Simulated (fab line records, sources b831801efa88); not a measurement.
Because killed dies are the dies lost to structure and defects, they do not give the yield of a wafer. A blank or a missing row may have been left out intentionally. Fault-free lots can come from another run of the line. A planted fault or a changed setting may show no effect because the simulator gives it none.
One fault through the eyes of 2 desks | flow gf180mcu | numbers are kept per desk, each desk with only its own; the story behind them comes last

METROLOGY DESK
Lot by lot, what the gauges showed, no matter which tool ran the lot: averages of those sampled wafers that carry a number. The brackets show how far a lot's mean lies from the usual mean; more than 4 standard deviations puts the lot out of limits, marked OUT.
Columns: A = MIM_ALCU_THK at GF_MIM_THK_MEAS_11, usual 197.7 nm
lot  | first seen here | A
L327 | day 25 08:07    | 200.6
L328 | day 25 14:58    | 196.7
L329 | day 25 19:55    | 199.8
L330 | day 26 05:38    | 196.3
L331 | day 26 10:57    | 198.4
L333 | day 27 09:29    | 196.2
L334 | day 27 14:26    | 196.9
L337 | day 28 12:23    | 199.1
L338 | day 28 15:28    | 197.8
L342 | day 29 21:08    | 198.7
L345 | day 30 18:19    | 197.3
L349 | day 31 19:13    | 197.3
L350 | day 31 23:03    | 196.5
Result from this desk: across the 13 lots, nothing is out of limits.

AT THE TOOL OWNER'S DESK: litho-track-02
The tool's own readings at GF_V5_HMDS_07 (prime time 60 s): means of the sampled wafers that have a number, for each lot that ran on this tool. The brackets show how far a lot's mean lies from the usual mean; more than 4 standard deviations puts the lot out of limits, marked OUT.
Columns: A = prime-temp-c at GF_V5_HMDS_07, usual 120.02 C; B = resist-line-temp-C at GF_V5_HMDS_07, usual 23.00 C
lot  | first seen here | A                | B
L327 | day 27 14:49    | 120.09           | 22.90
L328 | day 27 20:16    | 119.96           | 22.92
L334 | day 29 17:25    | 119.86           | 22.91
L337 | day 30 14:44    | 121.75 (+13) OUT | 22.99
L338 | day 30 17:04    | 122.03 (+15) OUT | 23.05
L350 | day 33 20:11    | 119.89           | 23.12
This desk finds L337, L338 out of limits, L337 being first, at day 30 14:44 (prime-temp-c at GF_V5_HMDS_07). In limits: L327, L328, L334, L350.

BROUGHT TOGETHER
The tool owner's desk had the chance to raise an alarm at day 30 14:44 on L337, L338.
From the metrology desk's view, nothing was out of limits.
The metrology desk has L337, L338 on record, within its limits.
On litho-track-02, each named lot ran GF_V5_HMDS_07.

WHAT THE SIMULATOR HAD PUT IN
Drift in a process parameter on litho-track-02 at GF_V5_HMDS_07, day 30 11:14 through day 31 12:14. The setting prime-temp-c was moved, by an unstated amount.
Struck lots among those shown: L337, L338.
Hours from the fault's start to each desk's first reading out of limits: the tool owner's desk, 4.
